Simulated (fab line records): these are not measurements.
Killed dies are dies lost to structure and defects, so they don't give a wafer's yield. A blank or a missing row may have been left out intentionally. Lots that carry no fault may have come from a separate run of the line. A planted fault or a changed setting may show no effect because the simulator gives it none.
A struck lot beside a sound one + flow sky130 + 32 steps out of a route of 708
Sound: the wafers L397.1, L397.2, L397.6. Wafers struck: L389.1, L389.4, L389.5. The cause is named last.
For every step that has rows: the tool of each side, followed by ch and its chambers, followed by its first start. Under that, the readings that differ: sound wafers + struck wafers + difference of the means + sigmas: that difference in standard deviations of wafers without a fault.
alike: same words and numbers on both sides, and readings whose means sit less than 2 such deviations apart. not compared: any withheld reading, any reading some wafer has no value for, any bound like >300 that may hide the same value, and any number with overlapping values for which the record gives no deviation.
A row with sigmas, a row that says differs or no value, or rows on one side alone: a step with any of these is where the two part. Non-overlapping numbers with no deviation appear without sigmas and do not part them. Lack of a reading on every wafer of one side parts them only where that side has two or more wafers.

SKY_PWDE_OVL_MEAS_07:
  sound on overlay-02, day 7 08:34; struck on overlay-02, day 5 08:04
  alike: PWDE_OVL
then, 1 step without rows for these wafers: SKY_PWDE_IMPLANT_08.
SKY_PWDE_STRIP_09: strips in O2/N2.
  sound on plasma-asher-04 ch 0,1, day 7 08:46; struck on plasma-asher-04 ch 0,1, day 5 08:15
  alike: drypump-motor-current-A, oes-product-au, strip-time-to-endpoint-s
  not compared: rf-hours-counter-h
SKY_PWDE_TW_MEAS_10:
  sound on film-metro-01, day 7 08:52; struck on film-metro-01, day 5 08:21
  alike: PWDE_TW
then, 7 steps without rows for these wafers: SKY_NWELL_DEHYDRATE_03 (time 60 s); SKY_NWELL_HMDS_04 (prime time 60 s); SKY_NWELL_COAT_05 (resist thk 3000 nm); SKY_NWELL_SOFTBAKE_06; SKY_NWELL_EXPOSE_07 (exposes mask NWM, target cd 840 nm); SKY_NWELL_PEB_08; SKY_NWELL_DEVELOP_09 (develop time 60 s).
SKY_NWELL_OVL_MEAS_10:
  sound on overlay-01, day 8 04:31; struck on overlay-01, day 6 01:37
  alike: NWELL_00_OVL
SKY_NWELL_IMPLANT_11:
  sound on implanter-01 ch 0, day 8 04:32; struck on implanter-03 ch 0, day 6 01:38
| reading                   | sound                | struck               | difference | sigmas      |
|---------------------------|----------------------|----------------------|------------|-------------|
| beam-energy-keV           | 399.86 400.15 399.81 | 470.42 470.48 470.56 | +70.55     | +99 or more |
| model.implant.rp-nm (nm)  | 494.2 494.2 494.2    | 595.5 595.5 595.5    | +101.3     |             |
| model.implant.drp-nm (nm) | 116.9 116.9 116.9    | 126.6 126.6 126.6    | +9.7       |             |
  alike: end-station-pressure-torr
then, 2 steps without rows for these wafers: SKY_NWELL_IMPLANT_12; SKY_NWELL_IMPLANT_13.
SKY_NWELL_STRIP_14: strips in O2/N2.
  sound on plasma-asher-04 ch 0,1, day 8 04:59; struck on plasma-asher-03 ch 0,1, day 6 02:05
| reading                      | sound             | struck            | difference | sigmas |
|------------------------------|-------------------|-------------------|------------|--------|
| drypump-motor-current-A (A)  | 6.7 6.6 6.6       | 4.9 6.0 4.9       | -1.4       | -2     |
| strip-time-to-endpoint-s (s) | 36.80 36.83 36.71 | 36.95 37.03 37.03 | +0.22      | +2     |
  alike: oes-product-au
  not compared: rf-hours-counter-h
SKY_NWELL_TW_MEAS_15:
  sound on film-metro-02, day 8 05:05; struck on film-metro-01, day 6 02:11
  alike: NWELL_TW
then, 7 steps without rows for these wafers: SKY_NWELL_DEHYDRATE_16 (time 60 s); SKY_NWELL_HMDS_17 (prime time 60 s); SKY_NWELL_COAT_18 (resist thk 3000 nm); SKY_NWELL_SOFTBAKE_19; SKY_NWELL_EXPOSE_20 (exposes mask NWM COMPLEMENT, target cd 840 nm); SKY_NWELL_PEB_21; SKY_NWELL_DEVELOP_22 (develop time 60 s).
SKY_NWELL_OVL_MEAS_23:
  sound on overlay-01, day 9 01:25; struck on overlay-01, day 6 20:40
  alike: NWELL_01_OVL
then, 1 step without rows for these wafers: SKY_NWELL_IMPLANT_24.
SKY_NWELL_STRIP_25: strips in O2/N2.
  sound on plasma-asher-02 ch 0,1, day 9 01:36; struck on plasma-asher-04 ch 0,1, day 6 20:51
  alike: drypump-motor-current-A, oes-product-au, strip-time-to-endpoint-s
  not compared: rf-hours-counter-h
SKY_NWELL_TW_MEAS_26:
  sound on film-metro-02, day 9 01:42; struck on film-metro-04, day 6 20:57
  alike: NWELL_2_TW
then, 1 step without rows for these wafers: SKY_NWELL_CLEAN_27 (cleans in SC1/SC2, time 150 s).
SKY_NWELL_RTA_28: time 30 s.
  sound on rtp-anneal-01 ch 0, day 9 01:49; struck on rtp-anneal-01 ch 0, day 6 21:04
  alike: chamber-o2-ppm, lamp-power-pct, wafer_temp_C_max
SKY_NWELL_RS_MEAS_29: a four-point-probe measurement.
  sound on film-metro-02, day 9 01:55; struck on film-metro-01, day 6 21:10
| reading           | sound             | struck            | difference | sigmas |
|-------------------|-------------------|-------------------|------------|--------|
| NWELL_RS (ohm/sq) | 625.2 626.6 627.2 | 600.9 602.0 603.3 | -24.3      | -17    |
-- the record jumps here: 41 days lie between the struck wafers' starts before and after (it left off in module NWELL and takes up again in module PAD_OPEN, whose first step shown is number 708 of the route) --
SKY_PAD_OPEN_PROBE_99:
  sound on prober-01, day 49 10:12; struck on prober-01, day 47 14:17
| reading                                | sound                         | struck                        | difference | sigmas |
|----------------------------------------|-------------------------------|-------------------------------|------------|--------|
| model.etest.nfet_16v.r-on-ohm-um       | 1.405e+04 1.383e+04 1.401e+04 | 1.701e+04 1.712e+04 1.714e+04 | +3.127e+03 |        |
| model.etest.pfet_16v.r-on-ohm-um       | 1.529e+04 1.521e+04 1.508e+04 | 1.441e+04 1.447e+04 1.415e+04 | -8.500e+02 |        |
| model.etest.res-nwell.line-ohm-um      | 1158 1144 1139                | 872.8 871.6 853.8             | -280.9     |        |
| model.etest.res-nwell.rs-ohm-sq        | 966.9 973.5 947               | 736.9 735.1 724.2             | -230.4     |        |
| model.etest.tip_p_5v.rs-ohm-sq         | 2845 2856 2844                | 2730 2720 2716                | -126       |        |
| model.etest.pfet_16v.drive-ua-um       | 240.4 241.9 240.9             | 264.5 260.8 268.5             | +23.5      |        |
| model.etest.pfet-g5v0d10v5.drive-ua-um | 341.8 347.4 341.9             | 351.6 359.9 363.2             | +14.5      |        |
  alike: killed_at_M0_to_M3, killed_at_M4_up, killed-at-contacts, killed-at-front-end, killed-at-other, killed-dies, killed-open, killed-short
  not compared: model.etest.pfet-g5v0d10v5.r-on-ohm-um

== WHERE THEY PART ==
First at SKY_NWELL_IMPLANT_11; last, within this record, at SKY_NWELL_RS_MEAS_29. Later steps at which nothing parts them and some readings are alike: SKY_PAD_OPEN_PROBE_99.

WHY: what had been put in by the simulator
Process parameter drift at SKY_NWELL_IMPLANT_11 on implanter-03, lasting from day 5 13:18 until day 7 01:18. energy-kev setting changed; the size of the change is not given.
